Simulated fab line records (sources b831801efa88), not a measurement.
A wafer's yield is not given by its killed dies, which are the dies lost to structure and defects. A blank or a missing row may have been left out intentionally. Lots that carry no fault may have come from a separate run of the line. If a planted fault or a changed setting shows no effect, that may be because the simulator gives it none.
Struck lot and sound lot, side by side :: flow sky130 :: 15 steps out of a route of 708
Sound: wafers L391.1, L391.3, L391.6. Struck: wafers L401.2, L401.4, L401.6. Last of all comes the cause.
At each step with rows: each side's tool, then ch and its chambers, then its first start. Under that, the readings that differ: sound wafers :: struck wafers :: difference of the means :: sigmas: that difference in standard deviations of wafers without a fault.
alike: same words and numbers on both sides, and readings whose means sit less than 2 such deviations apart. not compared: any withheld reading, any reading some wafer has no value for, any bound like >300 that may hide the same value, and any number with overlapping values for which the record gives no deviation.
Wherever a step has rows on one side only, a row that says differs or no value, or a row with sigmas, the two part there. Numbers that have no deviation but don't overlap get no sigmas and don't part them. A reading that every wafer of one side lacks parts them only if that side has two wafers or more.

SKY_CONTACT_CMP_27: polishes, stops on SiO2, t overpolish 15 s, target thk 0 nm.
  sound on cmp-02 ch 1,2,3, day 33 01:05; struck on cmp-01 ch 2,3, day 36 12:34
  alike: motor current A, overpolish run s, time to endpoint s
SKY_METAL1_SPUTTER_00: material Ti, target thk 15 nm, time 10 s.
  sound on pvd sputter-04, day 33 01:20; struck on pvd sputter-02, day 36 12:52
reading: throttle valve pct (%)
sound: 32.0 31.0 31.4
struck: 28.6 29.1 29.8
difference: -2.3
sigmas: -2
SKY_METAL1_SPUTTER_01: material TiN, target thk 20 nm, time 16.7 s.
  sound on pvd sputter-04, day 33 01:22; struck on pvd sputter-02, day 36 12:53
reading: throttle valve pct (%)
sound: 32.2 31.2 31.2
struck: 28.8 29.2 29.5
difference: -2.4
sigmas: -2
SKY_METAL1_SPUTTER_02: material AlCu, target thk 250 nm, time 13.3 s.
  sound on pvd sputter-04, day 33 01:23; struck on pvd sputter-02, day 36 12:55
reading: throttle valve pct (%)
sound: 32.2 31.4 31.3
struck: 28.9 29.0 29.5
difference: -2.5
sigmas: -2
then, 1 step without rows for these wafers: SKY_METAL1_SPUTTER_03 (material Ti, target thk 5 nm, time 3.3 s).
SKY_METAL1_SPUTTER_04: material TiN, target thk 70 nm, time 58.3 s.
  sound on pvd sputter-04, day 33 01:26; struck on pvd sputter-02, day 36 12:58
reading: throttle valve pct (%)
sound: 32.3 31.3 31.3
struck: 28.8 29.3 29.5
difference: -2.4
sigmas: -2
SKY_METAL1_RS_MEAS_05: uses a four-point probe to measure.
  sound on film metro-03, day 33 01:29; struck on film metro-02, day 36 13:01
reading: METAL1_ALCU_RS (ohm/sq)
sound: 0.1267 0.1263 0.1270
struck: 0.1248 0.1232 0.1238
difference: -0.0027
sigmas: -2
SKY_METAL1_THK_MEAS_06: measures by xrf.
  sound on film metro-03, day 33 01:36; struck on film metro-02, day 36 13:08
  alike: METAL1_ALCU_THK
then, 4 steps without rows for these wafers: SKY_METAL1_DEHYDRATE_07 (time 60 s); SKY_METAL1_HMDS_08 (prime time 60 s); SKY_METAL1_COAT_09 (resist thk 60 nm); SKY_METAL1_COAT_10 (resist thk 450 nm).
SKY_METAL1_SOFTBAKE_11: time 90 s.
  sound on litho track-03 ch 0, day 33 14:00; struck on litho track-03 ch 0, day 37 02:00
reading: heater power total W (W)
sound: 57.46 57.38 57.50
struck: 59.96 60.05 60.06
difference: +2.58
sigmas: +23

reading: run length s (s)
sound: 118.95 118.77 118.85
struck: 106.47 106.50 106.46
difference: -12.38
sigmas: -50
then, 1 step without rows for these wafers: SKY_METAL1_EXPOSE_12 (exposes mask MM1, target cd 140 nm).
-- the record jumps here: 12 days lie between the struck wafers' starts before and after (it left off in module METAL1 and takes up again in module PAD_OPEN, whose first step shown is number 708 of the route) --
SKY_PAD_OPEN_PROBE_99:
  sound on prober-01, day 46 19:57; struck on prober-01, day 49 10:56
  alike: defect limited yield, killed_at_M0_to_M3, killed_at_M4_up, killed at contacts, killed at front end, killed at other, killed dies, killed on rim, killed open, killed short, sort_bin_3_pad_short, sort_bin_5_function, sort_bin_6_memory, sort n pass, sort yield pct

== WHERE THEY PART ==
Earliest at SKY_METAL1_SPUTTER_00; latest, in this record, at SKY_METAL1_SOFTBAKE_11. Later steps at which nothing parts them and some readings are alike: SKY_PAD_OPEN_PROBE_99.

WHY: what the simulator had put in
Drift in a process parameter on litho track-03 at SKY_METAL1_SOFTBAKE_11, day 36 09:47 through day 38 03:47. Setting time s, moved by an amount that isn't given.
